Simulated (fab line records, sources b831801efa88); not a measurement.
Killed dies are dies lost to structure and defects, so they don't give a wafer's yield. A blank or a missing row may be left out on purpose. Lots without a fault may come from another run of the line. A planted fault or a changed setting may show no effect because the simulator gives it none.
fab line records | flow sky130
record lots=7 wafers=18 last_day=50
route steps=708 shown VIA3@582 METAL4@598 PAD_OPEN@708
lots that met no fault: from a run of the same line without faults
start_h: hours from the record's first day to the start of the lot's first wafer shown | wait_h: hours since the lot's step before | " the same as in the row above | L1.1+2: a row that stands for several wafers | - no value, or no start given | * or withheld: withheld | < > ~ a bound
route shown NAME@n: a module of which the file shows steps, and the number in the route of the first | usual: mean/standard deviation of fault-free wafers | same: alike in all rows | chamber/n: place in a boat | sites: the reading at each site | _std_site: their standard deviation | _edge_site: outer sites' mean less inner sites' | radius_mm: how far each site lies from the wafer's centre | mask NAME#n: copy n | behind: the tool/chamber that last shaped the wafer | hold: why the lot was held/for how many hours/how that ended | device: the transistor (n, p or np) that didn't switch | end of line: the same wafers' tests at the end of the route | a step without rows: its recipe alone | killed: dies lost to structure and defects at the first sort, not the wafer's yield | map: a wafer's dies, x killed, . not, _ none there
set.NAME: the setting as run; set.NAME@STEP: as run at that earlier step | model.NAME: the simulator's own value behind a step, which no gauge read
lots at some steps of the route; a table a step, a row a wafer
services: from which hour (start_h, from the record's first day; less than 0 if before it) a tool's chamber was out of use, for how many hours, and why
## steps
# step SKY_VIA3_EXPOSE_09
# recipe mask_id=VIM3 na=0.8 source_shape=annular sigma_inner=0.55 sigma_outer=0.85 target_cd_nm=200 dose_mj=38
# step SKY_VIA3_PEB_10
# recipe peb_temp_c=withheld peb_time_s=withheld resist=KrF-thick
# step SKY_VIA3_DEVELOP_11
# recipe develop_time_s=60 resist=KrF-thick dev_temp_c=21
# step SKY_VIA3_CD_MEAS_12
# recipe target_cd_nm=200
# usual cd_nm=199.5/1.3
# columns lot.wafer tool chamber start_h wait_h cd_nm
L591.4 cd_sem-01 - 919.55 - 200.4
L591.5 " - " " 200.1
L591.6 " - " " 200.3
L593.1 cd_sem-01 - 968.34 - 199.4
L593.4 " - " " 200.8
L593.6 " - " " 199.7
L601.2 cd_sem-02 - 997.88 - 197.0
L601.3 " - " " 198.4
L602.2 cd_sem-02 - 1010.16 - 202.3
L602.6 " - " " 201.8
L603.2 cd_sem-02 - 1019.48 - 199.9
L603.3 " - " " 199.6
L608.1 cd_sem-01 - 1039.44 - 201.2
L608.2 " - " " 200.5
L608.4 " - " " 199.9
L613.3 cd_sem-01 - 1070.25 - 199.0
L613.4 " - " " 199.1
L613.6 " - " " 199.5
# step SKY_VIA3_OVL_MEAS_13
# usual VIA3_OVL=1/6.8
# columns lot.wafer tool chamber start_h wait_h VIA3_OVL[nm]
L591.4 overlay-01 - 919.63 0.1 1
L591.5 " - " " 7
L591.6 " - " " 2
L593.1 overlay-01 - 968.46 0.1 8
L593.4 " - " " -6
L593.6 " - " " -3
L601.2 overlay-02 - 997.98 0.1 22
L601.3 " - " " 3
L602.2 overlay-02 - 1010.27 0.1 -12
L602.6 " - " " -12
L603.2 overlay-02 - 1019.58 0.1 -6
L603.3 " - " " 1
L608.1 overlay-01 - 1039.56 0.1 -1
L608.2 " - " " 2
L608.4 " - " " 5
L613.3 overlay-02 - 1070.34 0.1 -1
L613.4 " - " " -10
L613.6 " - " " -8
# step SKY_VIA3_ETCH_14
# recipe chemistry=N2/H2 target=BARC ion_energy_ev=200 source_w=500 bias_w=100 pressure_mtorr=30 n2_flow_sccm=100 h2_flow_sccm=200 stop_on=SiO2 time_s=45.9 target_depth_a=600
# usual drypump_motor_current_A=5.7/0.33 h2_flow_sccm=199.9/0.58 oes_product_au=0.855/0.0045 throttle_valve_pct=13.225/0.0084
# columns lot.wafer tool chamber start_h wait_h drypump_motor_current_A h2_flow_sccm oes_product_au rf_hours_counter_h throttle_valve_pct
L591.4 rie_diel-03 0 919.65 0.0 5.8 200.2 0.851 29 13.240
L591.5 " 2 " " 5.4 199.7 0.847 - 13.237
L591.6 " 1 " " 5.6 200.4 0.854 - 13.228
L593.1 rie_diel-03 2 968.50 0.0 5.4 200.3 0.850 23 13.230
L593.4 " 1 " " 5.6 198.9 0.851 27 13.222
L593.6 " 2 " " 5.3 199.3 0.848 - 13.214
L601.2 rie_diel-02 3 998.01 0.0 5.6 199.6 0.849 20 13.239
L601.3 " 2 " " 5.7 199.2 0.857 17 13.232
L602.2 rie_diel-01 2 1010.30 0.0 5.8 201.2 0.857 13 13.226
L602.6 " 2 " " 5.8 200.2 0.843 - 13.214
L603.2 rie_diel-02 2 1019.61 0.0 5.7 201.2 0.853 18 13.214
L603.3 " 3 " " 5.6 199.3 0.862 21 13.222
L608.1 rie_diel-01 3 1039.60 0.0 6.1 200.0 0.851 16 13.225
L608.2 " 0 " " 6.0 200.0 0.851 17 13.229
L608.4 " 2 " " 5.8 200.6 0.856 15 13.224
L613.3 rie_diel-01 2 1070.37 0.0 5.7 199.4 0.853 16 13.233
L613.4 " 3 " " 6.1 199.3 0.856 17 13.213
L613.6 " 0 " " 6.0 200.3 0.856 - 13.198
# step SKY_VIA3_ETCH_15
# recipe target=SiO2 chemistry=C4F8/O2/Ar target_depth_nm=507 stop_on=TiN mask_material=KrF-thick source_w=1500 bias_w=1200 pressure_mtorr=40 c4f8_flow_sccm=withheld O2_flow_sccm=6 Ar_flow_sccm=300 time_s=78
# usual oes_product_au=0.947/0.0046
# columns lot.wafer tool chamber start_h wait_h oes_product_au rf_hours_counter_h
L591.4 rie_diel-03 0 919.69 0.0 0.945 29
L591.5 " 2 " " 0.944 -
L591.6 " 1 " " 0.943 -
L593.1 rie_diel-03 2 968.54 0.0 0.950 23
L593.4 " 1 " " 0.948 27
L593.6 " 2 " " 0.957 -
L601.2 rie_diel-02 3 998.05 0.0 0.955 20
L601.3 " 2 " " 0.940 17
L602.2 rie_diel-01 2 1010.34 0.0 0.952 13
L602.6 " 2 " " 0.942 -
L603.2 rie_diel-02 2 1019.65 0.0 0.947 18
L603.3 " 3 " " 0.934 21
L608.1 rie_diel-01 3 1039.64 0.0 0.945 16
L608.2 " 0 " " 0.946 17
L608.4 " 2 " " 0.957 15
L613.3 rie_diel-01 2 1070.41 0.0 0.941 16
L613.4 " 3 " " 0.943 17
L613.6 " 0 " " 0.951 -
# step SKY_VIA3_STRIP_16
# recipe chemistry=O2/N2 power_w=1400 pressure_mtorr=1500 platen_temp_c=withheld o2_flow_sccm=3000 n2_flow_sccm=300 overash_fraction=0.5
# usual drypump_motor_current_A=5.7/0.54 o2_flow_sccm=3001/8.3 oes_product_au=0.403/0.0048 strip_time_to_endpoint_s=4.147/0.019
# columns lot.wafer tool chamber start_h wait_h drypump_motor_current_A o2_flow_sccm oes_product_au rf_hours_counter_h strip_time_to_endpoint_s
L591.4 plasma_asher-03 0 919.78 0.1 5.2 2988 0.407 - 4.134
L591.5 " 1 " " 6.5 3003 0.397 - 4.140
L591.6 " 0 " " 5.2 2986 0.405 - 4.110
L593.1 plasma_asher-04 0 968.60 0.0 6.2 2997 0.412 117 4.146
L593.4 " 1 " " 5.2 3003 0.405 - 4.158
L593.6 " 1 " " 5.2 3002 0.405 - 4.122
L601.2 plasma_asher-03 1 998.11 0.0 6.5 3004 0.409 87 4.154
L601.3 " 0 " " 5.2 2989 0.403 - 4.153
L602.2 plasma_asher-02 0 1010.40 0.0 6.1 3011 0.408 56 4.132
L602.6 " 1 " " 5.1 3001 0.397 - 4.160
L603.2 plasma_asher-02 0 1019.71 0.0 6.1 3011 0.404 57 4.107
L603.3 " 1 " " 5.1 2995 0.410 - 4.157
L608.1 plasma_asher-04 1 1039.70 0.0 5.1 3001 0.397 124 4.181
L608.2 " 0 " " 6.1 2994 0.401 124 4.176
L608.4 " 0 " " 6.1 2986 0.401 - 4.179
L613.3 plasma_asher-02 0 1070.50 0.1 6.1 3003 0.402 - 4.170
L613.4 " 1 " " 5.1 2996 0.404 - 4.177
L613.6 " 0 " " 6.1 2997 0.406 - 4.155
# step SKY_VIA3_STRIP_17
# recipe chemistry=post_etch_residue_remover time_s=1200 temp_c=72.5
# step SKY_VIA3_CLEAN_18
# recipe chemistry=IPA time_s=180 temp_c=25
# step SKY_VIA3_CLEAN_19
# recipe chemistry=O3/DIW dry=n2_spin
# step SKY_VIA3_SPUTTER_20
# recipe material=TiN target_thk_nm=20 chamber_pressure_pa=5 power_w=4000 time_s=80
# usual throttle_valve_pct=29.8/1
# columns lot.wafer tool chamber start_h wait_h throttle_valve_pct
L591.4 pvd_sputter-04 - 920.37 0.0 28.6
L591.5 " - " " 32.6
L591.6 " - " " 31.3
L593.1 pvd_sputter-03 - 969.19 0.0 28.8
L593.4 " - " " 29.5
L593.6 " - " " 30.8
L601.2 pvd_sputter-03 - 999.11 0.0 29.3
L601.3 " - " " 28.9
L602.2 pvd_sputter-02 - 1011.00 0.0 28.4
L602.6 " - " " 31.1
L603.2 pvd_sputter-03 - 1020.31 0.0 30.7
L603.3 " - " " 28.6
L608.1 pvd_sputter-04 - 1040.32 0.0 32.4
L608.2 " - " " 28.3
L608.4 " - " " 30.4
L613.3 pvd_sputter-03 - 1071.06 0.0 29.3
L613.4 " - " " 28.7
L613.6 " - " " 28.5
# step SKY_VIA3_CVD_21
# recipe material=W target_thk_nm=390 time_s=117.31 temp_c=400 pressure_torr=40
# usual heater_power_w=849/62
# columns lot.wafer tool chamber start_h wait_h heater_power_w model.W_of_VIA3_CVD_21.thk_nm
L591.4 cvd_w-02 0 920.44 0.0 836 400.8
L591.5 " 1 " " 732 382.8
L591.6 " 0 " " 846 399.1
L593.1 cvd_w-01 1 969.25 0.0 909 386.7
L593.4 " 0 " " 883 390.3
L593.6 " 0 " " 880 394.2
L601.2 cvd_w-01 1 999.17 0.0 903 689.6
L601.3 " 0 " " 869 686.7
L602.2 cvd_w-01 1 1011.06 0.0 903 683.8
L602.6 " 0 " " 866 387
L603.2 cvd_w-01 1 1020.37 0.0 912 684.4
L603.3 " 0 " " 853 693
L608.1 cvd_w-02 1 1040.38 0.0 744 392.7
L608.2 " 0 " " 847 402.7
L608.4 " 0 " " 841 405
L613.3 cvd_w-02 1 1071.16 0.1 717 392.2
L613.4 " 0 " " 860 398.8
L613.6 " 0 " " 829 397.8
# step SKY_VIA3_RS_MEAS_22
# recipe thk_meas_gauge=four-point-probe reads=W_of_VIA3_CVD_21+TiN_of_VIA3_SPUTTER_20
# usual VIA3_W_RS=0.294/0.0047
# columns lot.wafer tool chamber start_h wait_h VIA3_W_RS[ohm/sq]
L591.4 film_metro-03 - 920.58 0.1 0.285
L591.5 " - " " 0.300
L591.6 " - " " 0.287
L593.1 film_metro-02 - 969.37 0.1 0.297
L593.4 " - " " 0.293
L593.6 " - " " 0.290
L601.2 film_metro-02 - 999.31 0.1 0.165
L601.3 " - " " 0.166
L602.2 film_metro-03 - 1011.20 0.1 0.167
L602.6 " - " " 0.296
L603.2 film_metro-03 - 1020.51 0.1 0.166
L603.3 " - " " 0.164
L608.1 film_metro-03 - 1040.51 0.1 0.292
L608.2 " - " " 0.284
L608.4 " - " " 0.282
L613.3 film_metro-04 - 1071.28 0.1 0.293
L613.4 " - " " 0.288
L613.6 " - " " 0.288
# step SKY_VIA3_THK_MEAS_23
# recipe thk_meas_gauge=xrf reads=W_of_VIA3_CVD_21
# usual VIA3_W_THK=385/6.9
# columns lot.wafer tool chamber start_h wait_h VIA3_W_THK[nm]
L591.4 film_metro-03 - 920.67 0.1 391
L591.5 " - " " 372
L591.6 " - " " 387
L593.1 film_metro-02 - 969.49 0.1 383
L593.4 " - " " 385
L593.6 " - " " 391
L601.2 film_metro-02 - 999.42 0.1 -
L601.3 " - " " -
L602.2 film_metro-03 - 1011.31 0.1 -
L602.6 " - " " 373
L603.2 film_metro-03 - 1020.62 0.1 -
L603.3 " - " " -
L608.1 film_metro-03 - 1040.63 0.1 382
L608.2 " - " " 390
L608.4 " - " " 393
L613.3 film_metro-04 - 1071.38 0.1 388
L613.4 " - " " 394
L613.6 " - " " 393
# step SKY_VIA3_CMP_24
# recipe stop_on=SiO2 t_overpolish_s=20 down_force_psi=3.5 platen_rpm=60 target_thk_nm=0 pad_velocity_m_s=0.94248
# usual motor_current_A=10.9/0.94 time_to_endpoint_s=96/3.4
# columns lot.wafer tool chamber start_h wait_h motor_current_A time_to_endpoint_s
L591.4 cmp-01 3 920.85 0.2 9.7 99
L591.5 " 0 " " 10.0 98
L591.6 " 1 " " 12.7 99
L593.1 cmp-01 1 969.60 0.1 11.9 95
L593.4 " 2 " " 10.8 95
L593.6 " 1 " " 12.5 95
L601.2 cmp-01 3 999.75 0.3 10.3 169
L601.3 " 1 " " 12.1 168
L602.2 cmp-01 1 1011.36 0.0 12.1 167
L602.6 " 1 " " 12.2 96
L603.3 cmp-01 0 1020.72 0.1 9.7 173
L603.2 " 2 " " 10.5 171
L608.1 cmp-02 0 1040.74 0.1 11.9 95
L608.2 " 1 " " 13.2 97
L608.4 " 2 " " 10.5 93
L613.4 cmp-02 0 1071.42 0.0 11.2 98
L613.3 " 1 " " 12.1 95
L613.6 " 0 " " 11.1 95
# step SKY_METAL4_SPUTTER_00
# recipe material=Ti target_thk_nm=15 power_w=3000 time_s=10 chamber_pressure_pa=0.4
# usual throttle_valve_pct=30.3/1
# columns lot.wafer tool chamber start_h wait_h throttle_valve_pct
L591.4 pvd_sputter-01 - 921.00 0.1 30.2
L591.5 " - " " 29.7
L591.6 " - " " 30.9
L593.1 pvd_sputter-04 - 969.85 0.2 28.6
L593.4 " - " " 30.4
L593.6 " - " " 31.6
L601.2 pvd_sputter-03 - 1000.00 0.2 29.6
L601.3 " - " " 28.4
L602.2 pvd_sputter-04 - 1011.66 0.2 31.3
L602.6 " - " " 30.0
L603.2 pvd_sputter-04 - 1020.97 0.1 30.1
L603.3 " - " " 28.6
L608.1 pvd_sputter-03 - 1040.99 0.2 31.1
L608.2 " - " " 29.5
L608.4 " - " " 28.8
L613.3 pvd_sputter-01 - 1071.72 0.2 30.4
L613.4 " - " " 29.8
L613.6 " - " " 30.0
# step SKY_PAD_OPEN_PROBE_99
# usual defect_limited_yield=82.7/2.1 killed_at_M0_to_M3=43/7.2 killed_at_M4_up=3.3/1.8 killed_at_contacts=23/5.5 killed_at_front_end=16/5.1 killed_at_other=0.4/0.65 killed_dies=85/10 killed_open=46/7.1 killed_short=38/7.2 sort_bin_3_pad_short=0.9/0.41 sort_bin_5_function=10.2/1.5 sort_bin_6_memory=6.2/1.1 sort_n_pass=407/10 sort_yield_pct=82.7/2.1
# same gross_dies=492 killed_at_back_side=0 sort_bin_4_leakage[%]=0 sort_bin_8_speed[%]=0
# columns lot.wafer tool chamber start_h wait_h defect_limited_yield[%] killed_at_M0_to_M3 killed_at_M4_up killed_at_contacts killed_at_front_end killed_at_other killed_dies killed_open killed_short sort_bin_3_pad_short[%] sort_bin_5_function[%] sort_bin_6_memory[%] sort_n_pass sort_yield_pct[%]
L591.4 prober-02 - 1068.73 0.2 82.5 31 6 26 23 0 86 53 33 1.0 11.0 5.5 406 82.5
L591.5 prober-02 - 1068.78 0.2 82.3 45 2 25 14 1 87 41 46 0.8 10.8 6.1 405 82.3
L591.6 prober-02 - 1068.83 0.2 81.7 43 4 26 16 1 90 49 40 0.8 10.8 6.7 402 81.7
L593.1 prober-02 - 1108.11 0.1 79.9 40 3 33 23 0 99 54 45 0.6 12.8 6.7 393 79.9
L593.4 prober-02 - 1108.26 0.2 78.5 53 3 33 16 1 106 63 43 1.8 11.2 8.5 386 78.5
L593.6 prober-02 - 1108.36 0.2 82.9 37 2 31 14 0 84 47 37 0.8 11.2 5.1 408 82.9
L601.2 prober-01 - 1135.64 0.1 87.0 34 2 20 8 0 64 41 23 1.0 6.7 5.3 428 87.0
L601.3 prober-01 - 1135.69 0.2 85.4 37 2 29 3 1 72 45 27 0.4 9.1 5.1 420 85.4
L602.2 prober-02 - 1142.86 0.1 81.1 51 7 20 13 2 93 45 48 1.4 11.4 6.1 399 81.1
L602.6 prober-02 - 1143.06 0.2 83.7 33 4 23 20 0 80 42 38 0.2 9.6 6.5 412 83.7
L603.2 prober-01 - 1150.42 0.1 85.0 36 5 21 12 0 74 43 30 1.0 9.3 4.7 418 85.0
L603.3 prober-01 - 1150.47 0.2 81.1 46 1 23 23 0 93 55 38 1.0 10.4 7.5 399 81.1
L608.1 prober-02 - 1166.40 0.1 83.3 45 3 19 15 0 82 42 40 0.4 9.3 6.9 410 83.3
L608.2 prober-02 - 1166.45 0.1 84.3 40 4 20 13 0 77 38 39 1.0 10.0 4.7 415 84.3
L608.4 prober-02 - 1166.55 0.2 86.6 34 5 19 8 0 66 41 25 0.4 8.5 4.5 426 86.6
L613.3 prober-01 - 1191.86 0.2 82.5 34 4 31 17 0 86 38 48 1.0 10.0 6.5 406 82.5
L613.4 prober-01 - 1191.91 0.2 83.9 26 1 38 14 0 79 47 32 0.6 8.9 6.5 413 83.9
L613.6 prober-01 - 1192.01 0.2 80.7 47 3 28 17 0 95 48 47 0.8 11.6 6.9 397 80.7
# killed by level:class
L591.4 LI_CONTACT:geometric_particle:open=11 POLY_GATE:geometric_particle:open=8 VIA2:geometric_particle:open=7 CONTACT:geometric_particle:open=6 VIA3:geometric_particle:open=5 FIELD_ISO:geometric_particle:open=4 FIELD_ISO:geometric_particle:short=4 LOCAL_INTERCONNECT:geometric_particle:short=4
L591.5 CONTACT:geometric_particle:open=10 CONTACT:geometric_particle:short=9 METAL1:geometric_particle:short=8 VIA3:geometric_particle:open=8 VIA1:geometric_particle:open=7 FIELD_ISO:geometric_particle:short=5 VIA1:geometric_particle:short=5 VIA3:geometric_particle:short=5
L591.6 VIA1:geometric_particle:open=12 LI_CONTACT:geometric_particle:open=7 CONTACT:geometric_particle:open=7 VIA3:geometric_particle:open=6 METAL1:geometric_particle:short=5 VIA2:geometric_particle:short=5 FIELD_ISO:geometric_particle:open=4 LI_CONTACT:geometric_particle:short=4
L593.1 LI_CONTACT:geometric_particle:open=14 VIA1:geometric_particle:open=10 FIELD_ISO:geometric_particle:open=7 POLY_GATE:geometric_particle:short=7 VIA3:geometric_particle:open=7 METAL1:geometric_particle:short=6 FIELD_ISO:geometric_particle:short=5 CONTACT:geometric_particle:open=5
L593.4 CONTACT:geometric_particle:open=12 VIA1:geometric_particle:open=12 LI_CONTACT:geometric_particle:open=10 METAL2:geometric_particle:short=7 VIA3:geometric_particle:open=7 VIA2:geometric_particle:open=6 VIA3:geometric_particle:short=5 POLY_GATE:geometric_particle:short=4
L593.6 CONTACT:geometric_particle:open=10 VIA1:geometric_particle:open=9 LI_CONTACT:geometric_particle:open=8 FIELD_ISO:geometric_particle:open=7 LI_CONTACT:geometric_particle:short=6 FIELD_ISO:geometric_particle:short=5 LOCAL_INTERCONNECT:geometric_particle:short=5 METAL2:geometric_particle:short=5
L601.2 CONTACT:geometric_particle:open=11 VIA2:geometric_particle:open=9 VIA1:geometric_particle:open=7 LI_CONTACT:geometric_particle:open=6 VIA3:geometric_particle:short=4 CONTACT:geometric_particle:short=3 METAL2:geometric_particle:short=3 VIA3:geometric_particle:open=3
L601.3 CONTACT:geometric_particle:open=14 VIA3:geometric_particle:open=9 VIA1:geometric_particle:open=9 LI_CONTACT:geometric_particle:open=8 METAL2:geometric_particle:short=4 LOCAL_INTERCONNECT:geometric_particle:short=3 CONTACT:geometric_particle:short=3 METAL1:geometric_particle:short=3
L602.2 VIA1:geometric_particle:open=11 METAL1:geometric_particle:short=7 VIA3:geometric_particle:open=7 METAL4:geometric_particle:short=6 LI_CONTACT:geometric_particle:open=6 FIELD_ISO:geometric_particle:open=5 VIA1:geometric_particle:short=5 METAL2:geometric_particle:short=5
L602.6 CONTACT:geometric_particle:open=10 VIA1:geometric_particle:open=8 FIELD_ISO:geometric_particle:open=7 METAL1:geometric_particle:short=7 LI_CONTACT:geometric_particle:open=6 POLY_GATE:geometric_particle:short=5 VIA3:geometric_particle:short=5 METAL4:geometric_particle:short=4
L603.2 CONTACT:geometric_particle:open=11 VIA1:geometric_particle:open=11 METAL1:geometric_particle:short=5 METAL3:geometric_particle:short=4 FIELD_ISO:geometric_particle:short=3 FIELD_ISO:geometric_particle:open=3 LOCAL_INTERCONNECT:geometric_particle:open=3 CONTACT:geometric_particle:short=3
L603.3 VIA2:geometric_particle:open=12 LI_CONTACT:geometric_particle:open=9 FIELD_ISO:geometric_particle:short=7 VIA1:geometric_particle:open=7 FIELD_ISO:geometric_particle:open=5 LOCAL_INTERCONNECT:geometric_particle:short=5 CONTACT:geometric_particle:open=5 METAL2:geometric_particle:short=5
L608.1 VIA1:geometric_particle:open=8 VIA2:geometric_particle:open=7 CONTACT:geometric_particle:open=7 VIA1:geometric_particle:short=7 VIA3:geometric_particle:short=5 FIELD_ISO:geometric_particle:short=4 POLY_GATE:geometric_particle:open=4 LI_CONTACT:geometric_particle:open=4
L608.2 FIELD_ISO:geometric_particle:open=8 VIA1:geometric_particle:open=8 LOCAL_INTERCONNECT:geometric_particle:short=7 VIA3:geometric_particle:open=7 METAL1:geometric_particle:short=6 VIA1:geometric_particle:short=6 LI_CONTACT:geometric_particle:open=5 CONTACT:geometric_particle:short=5
L608.4 CONTACT:geometric_particle:open=8 VIA3:geometric_particle:open=7 VIA1:geometric_particle:open=7 LI_CONTACT:geometric_particle:short=4 VIA2:geometric_particle:open=4 METAL1:geometric_particle:short=4 FIELD_ISO:geometric_particle:open=3 LI_CONTACT:geometric_particle:open=3
L613.3 CONTACT:geometric_particle:open=10 LI_CONTACT:geometric_particle:short=7 VIA3:geometric_particle:open=7 CONTACT:geometric_particle:short=6 METAL2:geometric_particle:short=6 POLY_GATE:geometric_particle:short=5 VIA1:geometric_particle:open=5 POLY_GATE:geometric_particle:open=4
L613.4 CONTACT:geometric_particle:open=15 LI_CONTACT:geometric_particle:open=12 POLY_GATE:geometric_particle:short=6 LOCAL_INTERCONNECT:geometric_particle:short=5 VIA1:geometric_particle:open=4 VIA1:geometric_particle:short=4 METAL2:geometric_particle:short=4 POLY_GATE:geometric_particle:open=3
L613.6 CONTACT:geometric_particle:open=10 VIA1:geometric_particle:open=10 METAL1:geometric_particle:short=9 POLY_GATE:geometric_particle:open=7 LI_CONTACT:geometric_particle:open=7 FIELD_ISO:geometric_particle:short=4 LI_CONTACT:geometric_particle:short=4 VIA3:geometric_particle:short=4
## services
# columns tool chamber start_h hours kind
rie_diel-01 3 903.81 2.4 repair
cvd_w-02 - 904.00 14.0 pm
cmp-01 - 907.10 2.2 repair
rie_diel-01 1 912.42 3.0 repair
pvd_sputter-03 - 915.60 8.7 repair
rie_diel-01 1 916.68 2.7 repair
plasma_asher-02 - 918.88 0.4 repair
rie_diel-01 2 930.07 5.0 repair
cvd_w-01 - 935.77 5.5 repair
rie_diel-01 1 936.56 8.7 repair
rie_diel-03 - 954.90 4.3 pm
cmp-01 - 959.84 1.6 repair
rie_diel-01 2 965.75 3.7 repair
pvd_sputter-04 - 977.48 24.5 repair
cvd_w-01 - 979.20 0.8 repair
rie_diel-02 1 989.79 102.6 repair
rie_diel-03 1 994.32 2.9 repair
rie_diel-02 0 999.88 15.1 repair
rie_diel-03 - 1006.03 2.8 pm
cmp-01 - 1013.02 4.7 pm
rie_diel-02 - 1023.47 2.8 pm
rie_diel-01 0 1029.56 4.7 repair
rie_diel-02 3 1062.14 5.6 repair
rie_diel-03 0 1064.71 21.0 repair
## key
first_sign step=SKY_VIA3_RS_MEAS_22 reading=VIA3_W_RS direction=down sigmas=27 usual=0.294 struck=0.166
effect step=SKY_VIA3_THK_MEAS_23 reading=VIA3_W_THK direction=missing
effect step=SKY_VIA3_CMP_24 reading=time_to_endpoint_s direction=up sigmas=22 usual=* struck=*
model_effect step=SKY_VIA3_CVD_21 value=W_of_VIA3_CVD_21.thk_nm without=387.6 struck=687.5
met_at SKY_VIA3_CVD_21
struck_wafers L601.2,L601.3,L602.2,L603.2,L603.3
onset_between 969.25 999.17
fault kind=process_parameter_drift tool=cvd_w-01 chamber=- onset_h=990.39 steps=SKY_VIA3_CVD_21 channel=target_thk_nm offset=301.5 shape=step end_h=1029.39 scope=struck_wafers_only acts_in=these_recipes_only stated=390
